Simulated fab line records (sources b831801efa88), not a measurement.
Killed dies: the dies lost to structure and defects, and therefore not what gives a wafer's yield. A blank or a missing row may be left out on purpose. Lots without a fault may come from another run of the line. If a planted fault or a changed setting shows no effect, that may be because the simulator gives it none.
A struck lot beside a sound one | flow sky130 | 19 out of 708 route steps
Sound: the wafers L662.1, L662.4, L662.5. The struck wafers were L671.1, L671.3, L671.6. At the end, the cause is stated.
For every step that has rows: the tool of each side, followed by ch and its chambers, followed by its first start. Under that, the readings that differ: sound wafers | struck wafers | difference of the means | sigmas: that difference in standard deviations of wafers without a fault.
alike: readings whose means differ by less than 2 such deviations, and words and numbers that are the same on both sides. not compared: withheld readings, readings that some wafer has no value for, bounds like >300 that may hide the same value, and numbers for which the record gives no deviation and whose values overlap.
A row with sigmas, a row that says differs or no value, or rows on one side alone: a step with any of these is where the two part. Numbers that have no deviation but don't overlap get no sigmas and don't part them. A reading missing from all wafers of one side parts the sides only when that side holds two or more wafers.

first, 1 step without rows for these wafers: SKY_LOCAL_INTERCONNECT_CLEAN_18 (cleans in O3/DIW).
SKY_CONTACT_CVD_00: deposits Si3N4, target thk 75 nm.
  sound on pecvd-01 ch 0,1, day 32 06:37; struck on pecvd-02 ch 0,1, day 35 12:06
  alike: heater_power_w, susceptor_temp_C
SKY_CONTACT_THK_MEAS_01:
  struck on film_metro-01, day 35 12:08; sound on film_metro-02, day 32 06:39
  alike: CONTACT_CVD_00_THK
then, 1 step without rows for these wafers: SKY_CONTACT_HDPCVD_02 (deposits SiO2, target thk 565 nm, time 94.2 s).
SKY_CONTACT_THK_MEAS_03:
  struck on film_metro-04, day 35 12:16; sound on film_metro-02, day 32 06:47
  alike: CONTACT_HDPCVD_THK
SKY_CONTACT_CMP_04: polishes SiO2.
  sound on cmp-01 ch 1,2,3, day 32 07:05; struck on cmp-02 ch 1,2,3, day 35 12:19
  alike: motor_current_A, time_to_endpoint_s
SKY_CONTACT_BOW_MEAS_05:
  struck on film_metro-01, day 35 12:37; sound on film_metro-02, day 32 07:20
  alike: CONTACT_BOW
then, 5 steps without rows for these wafers: SKY_CONTACT_DEHYDRATE_06 (time 60 s); SKY_CONTACT_HMDS_07 (prime time 60 s); SKY_CONTACT_COAT_08 (resist thk 60 nm); SKY_CONTACT_COAT_09 (resist thk 450 nm); SKY_CONTACT_SOFTBAKE_10 (time 90 s).
SKY_CONTACT_EXPOSE_11: exposes mask CTM1, target cd 170 nm.
  sound on krf_scanner-01 ch 0, day 32 21:34; struck on krf_scanner-01 ch 0, day 36 02:10
  reading                         | sound             | struck         | difference | sigmas
  model.CONTACT.overlay_x_nm (nm) | 1.914 1.914 1.914 | 66.7 66.7 66.7 | +64.8      |
  alike: mask
then, 2 steps without rows for these wafers: SKY_CONTACT_PEB_12; SKY_CONTACT_DEVELOP_13 (develop time 60 s).
SKY_CONTACT_CD_MEAS_14: the cd target is 170 nm.
  struck on cd_sem-01, day 36 14:58; sound on cd_sem-01, day 33 10:49
  alike: cd_nm
SKY_CONTACT_OVL_MEAS_15:
  struck on overlay-02, day 36 15:05; sound on overlay-01, day 33 10:56
  reading          | sound  | struck   | difference | sigmas
  CONTACT_OVL (nm) | -1 0 1 | 69 63 70 | +67        | +16
SKY_CONTACT_ETCH_16: etches BARC in N2/H2, stops on SiO2, time 45.9 s, target depth 60 nm.
  sound on rie_diel-04 ch 0,2, day 33 10:58; struck on rie_diel-01 ch 0,1,3, day 36 15:08
  alike: drypump_motor_current_A, oes_product_au, throttle_valve_pct
  not compared: rf_hours_counter_h
-- the record jumps here: 13 days lie between the struck wafers' starts before and after (it left off in module CONTACT and takes up again in module PAD_OPEN, whose first step shown is number 708 of the route) --
SKY_PAD_OPEN_PROBE_99:
  struck on prober-01, day 49 15:13; sound on prober-02, day 47 09:05
  reading            | sound    | struck   | difference | sigmas
  killed_at_contacts | 28 33 26 | 20 10 24 | -11        | -2
  alike: killed_at_M0_to_M3, killed_at_M4_up, killed_at_front_end, killed_at_other, killed_dies, killed_open, killed_short
  not compared: model.etest.mcon_chain.rc_ohm

== WHERE THEY PART ==
Last at SKY_PAD_OPEN_PROBE_99 as far as this record goes, first at SKY_CONTACT_OVL_MEAS_15.

WHY: the cause the simulator had injected
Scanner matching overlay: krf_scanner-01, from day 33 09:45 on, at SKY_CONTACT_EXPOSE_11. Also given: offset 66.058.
